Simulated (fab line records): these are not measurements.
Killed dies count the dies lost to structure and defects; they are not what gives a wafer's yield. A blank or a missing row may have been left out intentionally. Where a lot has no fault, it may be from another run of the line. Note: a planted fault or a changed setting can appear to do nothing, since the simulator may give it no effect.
Which tool did it? :: flow gf180mcu :: 72 wafers from 24 lots sampled at 6 of the route's 602 steps

WHAT EACH GAUGE READ, for each wafer
GF_MVSD_OVL_MEAS_07. Usual: MVSD_OVL typically reads 1.6 nm, with standard deviation 1.4.
lot: L074
measured: day 4 11:47
on: overlay-01
MVSD_OVL (nm): 0.9 0.5 1.5
flag: 

lot: L075
measured: day 4 18:50
on: overlay-01
MVSD_OVL (nm): 0.6 0.7 -1.1
flag: 

lot: L076
measured: day 4 21:43
on: overlay-01
MVSD_OVL (nm): 3.4 3.5 2.2
flag: 

lot: L077
measured: day 5 05:56
on: overlay-02
MVSD_OVL (nm): 3.2 0.4 2.7
flag: 

lot: L078
measured: day 5 08:55
on: overlay-02
MVSD_OVL (nm): 3.5 1.5 0.7
flag: 

lot: L079
measured: day 5 16:01
on: overlay-02
MVSD_OVL (nm): -0.9 0.2 -0.4
flag: 

lot: L080
measured: day 6 05:11
on: overlay-02
MVSD_OVL (nm): 2.1 1.4 2.7
flag: 

lot: L081
measured: day 6 11:43
on: overlay-02
MVSD_OVL (nm): 3.9 2.7 3.4
flag: 

lot: L082
measured: day 6 13:25
on: overlay-01
MVSD_OVL (nm): 4.1 1.1 2.3
flag: 

lot: L083
measured: day 6 16:50
on: overlay-02
MVSD_OVL (nm): 0.9 2.2 3.5
flag: 

lot: L084
measured: day 7 01:02
on: overlay-02
MVSD_OVL (nm): 1.4 0.5 2.7
flag: 

lot: L085
measured: day 7 05:29
on: overlay-02
MVSD_OVL (nm): 0.8 1.4 1.8
flag: 

lot: L086
measured: day 7 10:53
on: overlay-02
MVSD_OVL (nm): 2.6 1.1 2.2
flag: 

lot: L087
measured: day 7 14:53
on: overlay-01
MVSD_OVL (nm): 2.1 0.6 -0.6
flag: 

lot: L088
measured: day 7 21:29
on: overlay-01
MVSD_OVL (nm): -0.9 -1.1 0.8
flag: 

lot: L089
measured: day 8 00:40
on: overlay-01
MVSD_OVL (nm): 0.5 0.3 2.1
flag: 

lot: L090
measured: day 8 03:59
on: overlay-02
MVSD_OVL (nm): 2.5 1.3 1.2
flag: 

lot: L091
measured: day 8 11:27
on: overlay-01
MVSD_OVL (nm): 0.4 0.1 2.2
flag: 

lot: L092
measured: day 8 18:40
on: overlay-02
MVSD_OVL (nm): 1.6 2.2 3.3
flag: 

lot: L093
measured: day 8 22:54
on: overlay-02
MVSD_OVL (nm): 1.8 3.2 3.4
flag: 

lot: L094
measured: day 9 04:32
on: overlay-02
MVSD_OVL (nm): 0.9 1.1 2.3
flag: 

lot: L095
measured: day 9 11:29
on: overlay-01
MVSD_OVL (nm): 1.4 3.9 3.3
flag: 

lot: L096
measured: day 9 14:34
on: overlay-01
MVSD_OVL (nm): 0.5 0.3 3.2
flag: 

lot: L097
measured: day 9 22:09
on: overlay-01
MVSD_OVL (nm): 2.9 5.0 1.8
flag: 

GF_M2_OVL_MEAS_15. Usual: M2_OVL typically reads -2 nm, with standard deviation 6.3.
lot: L074
measured: day 19 01:26
on: overlay-01
M2_OVL (nm): 1 -6 -2
flag: 

lot: L075
measured: day 19 12:16
on: overlay-01
M2_OVL (nm): 3 7 10
flag: 

lot: L076
measured: day 19 14:57
on: overlay-02
M2_OVL (nm): 11 6 -1
flag: 

lot: L077
measured: day 20 06:40
on: overlay-02
M2_OVL (nm): -1 -9 -2
flag: 

lot: L078
measured: day 20 15:24
on: overlay-02
M2_OVL (nm): -1 0 -2
flag: 

lot: L079
measured: day 21 02:54
on: overlay-02
M2_OVL (nm): 4 0 -5
flag: 

lot: L080
measured: day 21 16:55
on: overlay-01
M2_OVL (nm): -8 -3 -7
flag: 

lot: L081
measured: day 22 02:01
on: overlay-02
M2_OVL (nm): -10 -9 -3
flag: 

lot: L082
measured: day 22 05:31
on: overlay-01
M2_OVL (nm): -1 3 -13
flag: 

lot: L083
measured: day 22 20:43
on: overlay-02
M2_OVL (nm): -10 -12 -2
flag: 

lot: L084
measured: day 22 23:46
on: overlay-02
M2_OVL (nm): -5 -13 -7
flag: 

lot: L085
measured: day 23 09:19
on: overlay-01
M2_OVL (nm): -15 -9 -7
flag: 

lot: L086
measured: day 23 20:10
on: overlay-01
M2_OVL (nm): -7 1 -9
flag: 

lot: L087
measured: day 23 22:44
on: overlay-02
M2_OVL (nm): -7 -1 -4
flag: 

lot: L088
measured: day 24 09:52
on: overlay-02
M2_OVL (nm): -6 -2 -2
flag: 

lot: L089
measured: day 24 14:38
on: overlay-01
M2_OVL (nm): -6 -12 -11
flag: 

lot: L090
measured: day 24 20:20
on: overlay-01
M2_OVL (nm): 5 -3 -3
flag: 

lot: L091
measured: day 25 03:09
on: overlay-02
M2_OVL (nm): 5 5 -4
flag: 

lot: L092
measured: day 25 09:12
on: overlay-02
M2_OVL (nm): -13 -7 -2
flag: 

lot: L093
measured: day 25 16:40
on: overlay-01
M2_OVL (nm): 0 -3 5
flag: 

lot: L094
measured: day 25 20:37
on: overlay-01
M2_OVL (nm): -10 -2 4
flag: 

lot: L095
measured: day 26 05:31
on: overlay-01
M2_OVL (nm): 4 -2 2
flag: 

lot: L096
measured: day 26 14:24
on: overlay-02
M2_OVL (nm): -2 -1 3
flag: 

lot: L097
measured: day 26 16:48
on: overlay-02
M2_OVL (nm): -1 -8 0
flag: 

GF_M4_CD_MEAS_14: target cd 280 nm. Usual: cd_nm reads 280.3 nm (standard deviation 1.1).
lot: L074
measured: day 23 08:41
on: cd_sem-01
cd_nm (nm): 278.9 279.5 279.0
flag: 

lot: L075
measured: day 23 17:18
on: cd_sem-01
cd_nm (nm): 280.5 280.2 279.0
flag: 

lot: L076
measured: day 23 21:39
on: cd_sem-01
cd_nm (nm): 281.7 280.8 282.2
flag: 

lot: L077
measured: day 24 10:51
on: cd_sem-02
cd_nm (nm): 279.9 280.1 279.7
flag: 

lot: L078
measured: day 24 18:58
on: cd_sem-01
cd_nm (nm): 281.2 280.8 280.5
flag: 

lot: L079
measured: day 25 05:04
on: cd_sem-01
cd_nm (nm): 281.5 281.0 281.6
flag: 

lot: L080
measured: day 25 16:53
on: cd_sem-01
cd_nm (nm): 280.4 280.0 280.0
flag: 

lot: L081
measured: day 26 01:20
on: cd_sem-01
cd_nm (nm): 278.9 279.2 280.1
flag: 

lot: L082
measured: day 26 04:59
on: cd_sem-02
cd_nm (nm): 280.4 279.9 281.2
flag: 

lot: L083
measured: day 26 18:30
on: cd_sem-02
cd_nm (nm): 282.7 284.5 282.0
flag: 

lot: L084
measured: day 26 21:26
on: cd_sem-01
cd_nm (nm): 280.4 279.5 279.9
flag: 

lot: L085
measured: day 27 04:30
on: cd_sem-01
cd_nm (nm): 279.2 279.1 278.7
flag: 

lot: L086
measured: day 27 13:54
on: cd_sem-01
cd_nm (nm): 281.0 279.9 279.1
flag: 

lot: L087
measured: day 27 17:30
on: cd_sem-01
cd_nm (nm): 279.5 280.7 280.6
flag: 

lot: L088
measured: day 28 02:47
on: cd_sem-02
cd_nm (nm): 279.9 280.5 280.3
flag: 

lot: L089
measured: day 28 08:08
on: cd_sem-02
cd_nm (nm): 281.1 279.6 280.1
flag: 

lot: L090
measured: day 28 12:14
on: cd_sem-02
cd_nm (nm): 281.8 281.1 279.6
flag: 

lot: L091
measured: day 28 18:55
on: cd_sem-01
cd_nm (nm): 281.3 281.2 281.0
flag: 

lot: L092
measured: day 29 00:26
on: cd_sem-02
cd_nm (nm): 279.7 280.9 280.0
flag: 

lot: L093
measured: day 29 07:16
on: cd_sem-01
cd_nm (nm): 278.7 278.6 279.6
flag: 

lot: L094
measured: day 29 11:33
on: cd_sem-01
cd_nm (nm): 281.5 282.1 281.9
flag: 

lot: L095
measured: day 29 18:51
on: cd_sem-01
cd_nm (nm): 279.5 280.1 280.7
flag: 

lot: L096
measured: day 30 03:19
on: cd_sem-02
cd_nm (nm): 281.0 281.5 283.0
flag: 

lot: L097
measured: day 30 04:35
on: cd_sem-01
cd_nm (nm): 279.9 279.9 279.8
flag: 

WHICH TOOL RAN EACH LOT (tool, then ch and the chambers of the sampled wafers, then the start)
lot: L074
GF_M1_SPUTTER_02: pvd_sputter-02, day 16 02:10
GF_V1_ETCH_16: rie_diel-04 ch 1,2,3, day 17 23:41
GF_M2_METAL_ETCH_16: rie_metal-01 ch 0,1, day 19 01:28

lot: L075
GF_M1_SPUTTER_02: pvd_sputter-04, day 16 11:18
GF_V1_ETCH_16: rie_diel-01 ch 1,2,3, day 18 09:47
GF_M2_METAL_ETCH_16: rie_metal-03 ch 0,1, day 19 12:17

lot: L076
GF_M1_SPUTTER_02: pvd_sputter-02, day 16 13:19
GF_V1_ETCH_16: rie_diel-02 ch 2,3, day 18 12:10
GF_M2_METAL_ETCH_16: rie_metal-01 ch 0,1, day 19 15:01

lot: L077
GF_M1_SPUTTER_02: pvd_sputter-02, day 17 02:26
GF_V1_ETCH_16: rie_diel-02 ch 0,1,3, day 19 03:25
GF_M2_METAL_ETCH_16: rie_metal-01 ch 1, day 20 06:41

lot: L078
GF_M1_SPUTTER_02: pvd_sputter-03, day 17 11:16
GF_V1_ETCH_16: rie_diel-02 ch 0,2,3, day 19 12:32
GF_M2_METAL_ETCH_16: rie_metal-03 ch 0,1, day 20 15:26

lot: L079
GF_M1_SPUTTER_02: pvd_sputter-02, day 17 20:49
GF_V1_ETCH_16: rie_diel-04 ch 1,2, day 20 00:02
GF_M2_METAL_ETCH_16: rie_metal-01 ch 0,1, day 21 02:56

lot: L080
GF_M1_SPUTTER_02: pvd_sputter-04, day 18 11:49
GF_V1_ETCH_16: rie_diel-02 ch 0,1,2, day 20 14:59
GF_M2_METAL_ETCH_16: rie_metal-02 ch 0,1, day 21 16:56

lot: L081
GF_M1_SPUTTER_02: pvd_sputter-04, day 18 19:26
GF_V1_ETCH_16: rie_diel-04 ch 1,2, day 20 22:52
GF_M2_METAL_ETCH_16: rie_metal-03 ch 0,1, day 22 02:02

lot: L082
GF_M1_SPUTTER_02: pvd_sputter-02, day 19 00:35
GF_V1_ETCH_16: rie_diel-02 ch 1,2,3, day 21 03:46
GF_M2_METAL_ETCH_16: rie_metal-01 ch 0,1, day 22 05:35

lot: L083
GF_M1_SPUTTER_02: pvd_sputter-04, day 19 14:49
GF_V1_ETCH_16: rie_diel-01 ch 0,1,3, day 21 19:26
GF_M2_METAL_ETCH_16: rie_metal-02 ch 0,1, day 22 20:44

lot: L084
GF_M1_SPUTTER_02: pvd_sputter-02, day 19 20:46
GF_V1_ETCH_16: rie_diel-02 ch 0,2, day 21 22:49
GF_M2_METAL_ETCH_16: rie_metal-01 ch 0, day 22 23:49

lot: L085
GF_M1_SPUTTER_02: pvd_sputter-02, day 20 06:22
GF_V1_ETCH_16: rie_diel-01 ch 0,2,3, day 22 09:11
GF_M2_METAL_ETCH_16: rie_metal-02 ch 0,1, day 23 09:23

lot: L086
GF_M1_SPUTTER_02: pvd_sputter-03, day 20 17:33
GF_V1_ETCH_16: rie_diel-02 ch 1,2, day 22 19:43
GF_M2_METAL_ETCH_16: rie_metal-03 ch 1, day 23 20:13

lot: L087
GF_M1_SPUTTER_02: pvd_sputter-04, day 20 21:17
GF_V1_ETCH_16: rie_diel-04 ch 0,1, day 22 22:34
GF_M2_METAL_ETCH_16: rie_metal-03 ch 1, day 23 22:46

lot: L088
GF_M1_SPUTTER_02: pvd_sputter-03, day 21 09:52
GF_V1_ETCH_16: rie_diel-04 ch 0,3, day 23 10:04
GF_M2_METAL_ETCH_16: rie_metal-02 ch 1, day 24 09:53

lot: L089
GF_M1_SPUTTER_02: pvd_sputter-03, day 21 13:28
GF_V1_ETCH_16: rie_diel-02 ch 0,1,3, day 23 14:37
GF_M2_METAL_ETCH_16: rie_metal-01 ch 0, day 24 14:40

lot: L090
GF_M1_SPUTTER_02: pvd_sputter-04, day 21 19:25
GF_V1_ETCH_16: rie_diel-02 ch 0,2, day 23 20:13
GF_M2_METAL_ETCH_16: rie_metal-02 ch 0, day 24 20:22

lot: L091
GF_M1_SPUTTER_02: pvd_sputter-03, day 22 05:10
GF_V1_ETCH_16: rie_diel-02 ch 2,3, day 24 03:58
GF_M2_METAL_ETCH_16: rie_metal-02 ch 0, day 25 03:17

lot: L092
GF_M1_SPUTTER_02: pvd_sputter-03, day 22 12:02
GF_V1_ETCH_16: rie_diel-04 ch 0,2,3, day 24 10:29
GF_M2_METAL_ETCH_16: rie_metal-02 ch 1, day 25 09:14

lot: L093
GF_M1_SPUTTER_02: pvd_sputter-03, day 22 18:32
GF_V1_ETCH_16: rie_diel-02 ch 1,2,3, day 24 17:26
GF_M2_METAL_ETCH_16: rie_metal-03 ch 0,1, day 25 16:43

lot: L094
GF_M1_SPUTTER_02: pvd_sputter-03, day 22 23:10
GF_V1_ETCH_16: rie_diel-01 ch 0,1, day 24 21:47
GF_M2_METAL_ETCH_16: rie_metal-03 ch 0,1, day 25 20:38

lot: L095
GF_M1_SPUTTER_02: pvd_sputter-04, day 23 08:12
GF_V1_ETCH_16: rie_diel-02 ch 0,1,3, day 25 07:07
GF_M2_METAL_ETCH_16: rie_metal-03 ch 0,1, day 26 05:32

lot: L096
GF_M1_SPUTTER_02: pvd_sputter-02, day 23 17:23
GF_V1_ETCH_16: rie_diel-04 ch 0,2,3, day 25 15:26
GF_M2_METAL_ETCH_16: rie_metal-03 ch 0,1, day 26 14:26

lot: L097
GF_M1_SPUTTER_02: pvd_sputter-04, day 23 21:36
GF_V1_ETCH_16: rie_diel-02 ch 1,2,3, day 25 18:29
GF_M2_METAL_ETCH_16: rie_metal-02 ch 0,1, day 26 16:52
- GF_M1_SPUTTER_02: material AlCu, target thk 450 nm, time 23.9 s.
- GF_V1_ETCH_16: etches BARC in N2/H2.
- GF_M2_METAL_ETCH_16: etches the open film in Cl2/BCl3, stops on SiO2, target depth 627.5 nm, time 104.6 s.

AS READ BY THE TOOLS THEMSELVES (means over the sampled wafers that have a number; for cases with no such wafer, the mark the record gives instead)
GF_M1_SPUTTER_02. Usual: throttle_valve_pct reads 30.0 % (standard deviation 0.98).
lot: L074
tool: pvd_sputter-02
throttle_valve_pct (%): 29.5
flag: 

lot: L075
tool: pvd_sputter-04
throttle_valve_pct (%): 30.0
flag: 

lot: L076
tool: pvd_sputter-02
throttle_valve_pct (%): 30.4
flag: 

lot: L077
tool: pvd_sputter-02
throttle_valve_pct (%): 29.7
flag: 

lot: L078
tool: pvd_sputter-03
throttle_valve_pct (%): 30.0
flag: 

lot: L079
tool: pvd_sputter-02
throttle_valve_pct (%): 29.5
flag: 

lot: L080
tool: pvd_sputter-04
throttle_valve_pct (%): 29.4
flag: 

lot: L081
tool: pvd_sputter-04
throttle_valve_pct (%): 30.3
flag: 

lot: L082
tool: pvd_sputter-02
throttle_valve_pct (%): 30.6
flag: 

lot: L083
tool: pvd_sputter-04
throttle_valve_pct (%): 30.1
flag: 

lot: L084
tool: pvd_sputter-02
throttle_valve_pct (%): 29.1
flag: 

lot: L085
tool: pvd_sputter-02
throttle_valve_pct (%): 30.1
flag: 

lot: L086
tool: pvd_sputter-03
throttle_valve_pct (%): 30.0
flag: 

lot: L087
tool: pvd_sputter-04
throttle_valve_pct (%): 30.7
flag: 

lot: L088
tool: pvd_sputter-03
throttle_valve_pct (%): 30.4
flag: 

lot: L089
tool: pvd_sputter-03
throttle_valve_pct (%): 29.5
flag: 

lot: L090
tool: pvd_sputter-04
throttle_valve_pct (%): 30.1
flag: 

lot: L091
tool: pvd_sputter-03
throttle_valve_pct (%): 29.9
flag: 

lot: L092
tool: pvd_sputter-03
throttle_valve_pct (%): 29.4
flag: 

lot: L093
tool: pvd_sputter-03
throttle_valve_pct (%): 29.2
flag: 

lot: L094
tool: pvd_sputter-03
throttle_valve_pct (%): 29.3
flag: 

lot: L095
tool: pvd_sputter-04
throttle_valve_pct (%): 29.8
flag: 

lot: L096
tool: pvd_sputter-02
throttle_valve_pct (%): 29.9
flag: 

lot: L097
tool: pvd_sputter-04
throttle_valve_pct (%): 29.8
flag: 

GF_V1_ETCH_16. Usual: drypump_motor_current_A 5.6 A, standard deviation 0.48; oes_product_au 0.856 a.u., standard deviation 0.0045; rf_fwd_power_W 494.4 W, standard deviation 2.2; throttle_valve_pct 13.224 %, standard deviation 0.0091.
lot: L074
tool: rie_diel-04
drypump_motor_current_A (A): 5.8
oes_product_au (a.u.): 0.857
rf_fwd_power_W (W): 491.8
throttle_valve_pct (%): 13.224
flag: 

lot: L075
tool: rie_diel-01
drypump_motor_current_A (A): 5.7
oes_product_au (a.u.): 0.858
rf_fwd_power_W (W): 497.6
throttle_valve_pct (%): 13.216
flag: 

lot: L076
tool: rie_diel-02
drypump_motor_current_A (A): 5.7
oes_product_au (a.u.): 0.857
rf_fwd_power_W (W): 491.5
throttle_valve_pct (%): 13.236
flag: 

lot: L077
tool: rie_diel-02
drypump_motor_current_A (A): 5.4
oes_product_au (a.u.): 0.855
rf_fwd_power_W (W): 494.0
throttle_valve_pct (%): 13.226
flag: 

lot: L078
tool: rie_diel-02
drypump_motor_current_A (A): 5.6
oes_product_au (a.u.): 0.858
rf_fwd_power_W (W): 494.7
throttle_valve_pct (%): 13.227
flag: 

lot: L079
tool: rie_diel-04
drypump_motor_current_A (A): 6.2
oes_product_au (a.u.): 0.852
rf_fwd_power_W (W): 493.3
throttle_valve_pct (%): 13.222
flag: 

lot: L080
tool: rie_diel-02
drypump_motor_current_A (A): 5.5
oes_product_au (a.u.): 0.851
rf_fwd_power_W (W): 493.9
throttle_valve_pct (%): 13.226
flag: 

lot: L081
tool: rie_diel-04
drypump_motor_current_A (A): 6.2
oes_product_au (a.u.): 0.858
rf_fwd_power_W (W): 495.4
throttle_valve_pct (%): 13.225
flag: 

lot: L082
tool: rie_diel-02
drypump_motor_current_A (A): 5.4
oes_product_au (a.u.): 0.849
rf_fwd_power_W (W): 493.1
throttle_valve_pct (%): 13.229
flag: 

lot: L083
tool: rie_diel-01
drypump_motor_current_A (A): 5.4
oes_product_au (a.u.): 0.862
rf_fwd_power_W (W): 496.1
throttle_valve_pct (%): 13.224
flag: 

lot: L084
tool: rie_diel-02
drypump_motor_current_A (A): 5.7
oes_product_au (a.u.): 0.857
rf_fwd_power_W (W): 495.4
throttle_valve_pct (%): 13.221
flag: 

lot: L085
tool: rie_diel-01
drypump_motor_current_A (A): 5.8
oes_product_au (a.u.): 0.856
rf_fwd_power_W (W): 495.9
throttle_valve_pct (%): 13.224
flag: 

lot: L086
tool: rie_diel-02
drypump_motor_current_A (A): 5.5
oes_product_au (a.u.): 0.853
rf_fwd_power_W (W): 492.3
throttle_valve_pct (%): 13.228
flag: 

lot: L087
tool: rie_diel-04
drypump_motor_current_A (A): 6.3
oes_product_au (a.u.): 0.856
rf_fwd_power_W (W): 493.8
throttle_valve_pct (%): 13.218
flag: 

lot: L088
tool: rie_diel-04
drypump_motor_current_A (A): 5.9
oes_product_au (a.u.): 0.855
rf_fwd_power_W (W): 493.4
throttle_valve_pct (%): 13.225
flag: 

lot: L089
tool: rie_diel-02
drypump_motor_current_A (A): 5.4
oes_product_au (a.u.): 0.857
rf_fwd_power_W (W): 494.4
throttle_valve_pct (%): 13.227
flag: 

lot: L090
tool: rie_diel-02
drypump_motor_current_A (A): 5.7
oes_product_au (a.u.): 0.859
rf_fwd_power_W (W): 493.2
throttle_valve_pct (%): 13.219
flag: 

lot: L091
tool: rie_diel-02
drypump_motor_current_A (A): 5.7
oes_product_au (a.u.): 0.855
rf_fwd_power_W (W): 492.4
throttle_valve_pct (%): 13.222
flag: 

lot: L092
tool: rie_diel-04
drypump_motor_current_A (A): 5.7
oes_product_au (a.u.): 0.850
rf_fwd_power_W (W): 493.4
throttle_valve_pct (%): 13.224
flag: 

lot: L093
tool: rie_diel-02
drypump_motor_current_A (A): 5.4
oes_product_au (a.u.): 0.859
rf_fwd_power_W (W): 492.8
throttle_valve_pct (%): 13.221
flag: 

lot: L094
tool: rie_diel-01
drypump_motor_current_A (A): 4.9
oes_product_au (a.u.): 0.855
rf_fwd_power_W (W): 496.3
throttle_valve_pct (%): 13.223
flag: 

lot: L095
tool: rie_diel-02
drypump_motor_current_A (A): 5.4
oes_product_au (a.u.): 0.856
rf_fwd_power_W (W): 495.4
throttle_valve_pct (%): 13.229
flag: 

lot: L096
tool: rie_diel-04
drypump_motor_current_A (A): 5.7
oes_product_au (a.u.): 0.856
rf_fwd_power_W (W): 495.0
throttle_valve_pct (%): 13.221
flag: 

lot: L097
tool: rie_diel-02
drypump_motor_current_A (A): 5.4
oes_product_au (a.u.): 0.850
rf_fwd_power_W (W): 494.3
throttle_valve_pct (%): 13.213
flag: 

GF_M2_METAL_ETCH_16. Usual: drypump_motor_current_A 5.9 A, standard deviation 0.58; oes_product_au 0.972 a.u., standard deviation 0.0064; rf_fwd_power_W 796.0 W, standard deviation 2.4; throttle_valve_pct 28.250 %, standard deviation 0.0099.
lot: L074
tool: rie_metal-01
drypump_motor_current_A (A): 6.4
oes_product_au (a.u.): 0.977
rf_fwd_power_W (W): 794.6
throttle_valve_pct (%): 28.250
flag: 

lot: L075
tool: rie_metal-03
drypump_motor_current_A (A): 5.5
oes_product_au (a.u.): 0.980
rf_fwd_power_W (W): 796.3
throttle_valve_pct (%): 28.238
flag: 

lot: L076
tool: rie_metal-01
drypump_motor_current_A (A): 6.4
oes_product_au (a.u.): 0.967
rf_fwd_power_W (W): 799.0
throttle_valve_pct (%): 28.252
flag: 

lot: L077
tool: rie_metal-01
drypump_motor_current_A (A): 6.3
oes_product_au (a.u.): 0.967
rf_fwd_power_W (W): 797.0
throttle_valve_pct (%): 28.257
flag: 

lot: L078
tool: rie_metal-03
drypump_motor_current_A (A): 5.8
oes_product_au (a.u.): 0.972
rf_fwd_power_W (W): 794.7
throttle_valve_pct (%): 28.256
flag: 

lot: L079
tool: rie_metal-01
drypump_motor_current_A (A): 6.5
oes_product_au (a.u.): 0.973
rf_fwd_power_W (W): 795.9
throttle_valve_pct (%): 28.250
flag: 

lot: L080
tool: rie_metal-02
drypump_motor_current_A (A): 5.5
oes_product_au (a.u.): 0.970
rf_fwd_power_W (W): 793.5
throttle_valve_pct (%): 28.260
flag: 

lot: L081
tool: rie_metal-03
drypump_motor_current_A (A): 5.9
oes_product_au (a.u.): 0.965
rf_fwd_power_W (W): 794.3
throttle_valve_pct (%): 28.261
flag: 

lot: L082
tool: rie_metal-01
drypump_motor_current_A (A): 6.4
oes_product_au (a.u.): 0.975
rf_fwd_power_W (W): 793.5
throttle_valve_pct (%): 28.239
flag: 

lot: L083
tool: rie_metal-02
drypump_motor_current_A (A): 5.8
oes_product_au (a.u.): 0.972
rf_fwd_power_W (W): 795.6
throttle_valve_pct (%): 28.247
flag: 

lot: L084
tool: rie_metal-01
drypump_motor_current_A (A): 6.7
oes_product_au (a.u.): 0.971
rf_fwd_power_W (W): 799.0
throttle_valve_pct (%): 28.254
flag: 

lot: L085
tool: rie_metal-02
drypump_motor_current_A (A): 5.8
oes_product_au (a.u.): 0.972
rf_fwd_power_W (W): 796.4
throttle_valve_pct (%): 28.242
flag: 

lot: L086
tool: rie_metal-03
drypump_motor_current_A (A): 6.2
oes_product_au (a.u.): 0.975
rf_fwd_power_W (W): 796.1
throttle_valve_pct (%): 28.244
flag: 

lot: L087
tool: rie_metal-03
drypump_motor_current_A (A): 6.2
oes_product_au (a.u.): 0.976
rf_fwd_power_W (W): 797.4
throttle_valve_pct (%): 28.253
flag: 

lot: L088
tool: rie_metal-02
drypump_motor_current_A (A): 6.0
oes_product_au (a.u.): 0.970
rf_fwd_power_W (W): 794.2
throttle_valve_pct (%): 28.246
flag: 

lot: L089
tool: rie_metal-01
drypump_motor_current_A (A): 6.6
oes_product_au (a.u.): 0.980
rf_fwd_power_W (W): 796.4
throttle_valve_pct (%): 28.246
flag: 

lot: L090
tool: rie_metal-02
drypump_motor_current_A (A): 5.2
oes_product_au (a.u.): 0.969
rf_fwd_power_W (W): 795.4
throttle_valve_pct (%): 28.251
flag: 

lot: L091
tool: rie_metal-02
drypump_motor_current_A (A): 5.2
oes_product_au (a.u.): 0.975
rf_fwd_power_W (W): 793.8
throttle_valve_pct (%): 28.251
flag: 

lot: L092
tool: rie_metal-02
drypump_motor_current_A (A): 6.0
oes_product_au (a.u.): 0.976
rf_fwd_power_W (W): 798.5
throttle_valve_pct (%): 28.246
flag: 

lot: L093
tool: rie_metal-03
drypump_motor_current_A (A): 5.5
oes_product_au (a.u.): 0.972
rf_fwd_power_W (W): 795.6
throttle_valve_pct (%): 28.250
flag: 

lot: L094
tool: rie_metal-03
drypump_motor_current_A (A): 5.9
oes_product_au (a.u.): 0.964
rf_fwd_power_W (W): 796.9
throttle_valve_pct (%): 28.271
flag: 

lot: L095
tool: rie_metal-03
drypump_motor_current_A (A): 5.5
oes_product_au (a.u.): 0.967
rf_fwd_power_W (W): 794.3
throttle_valve_pct (%): 28.249
flag: 

lot: L096
tool: rie_metal-03
drypump_motor_current_A (A): 5.9
oes_product_au (a.u.): 0.969
rf_fwd_power_W (W): 794.2
throttle_valve_pct (%): 28.254
flag: 

lot: L097
tool: rie_metal-02
drypump_motor_current_A (A): 5.4
oes_product_au (a.u.): 0.973
rf_fwd_power_W (W): 794.9
throttle_valve_pct (%): 28.250
flag: 

THE ANSWER, worked out from the rows above alone
Rule: a lot is off if the mean of its wafers that have a number lies more than 3 standard deviations from the usual mean. A lot without any number at a reading at which 4 lots or more have one is off too. All remaining lots with rows at the step are treated as sound. First the gauges in route order, then the tools' own readings, where a lot's mean is used as printed above. The first step at which some lot is off is used, and at that step the reading that is off furthest; a lot without a number counts as furthest.
Across all readings shown, no lot is off: no conclusion can be drawn from this.

WHAT HAD BEEN PUT IN BY THE SIMULATOR
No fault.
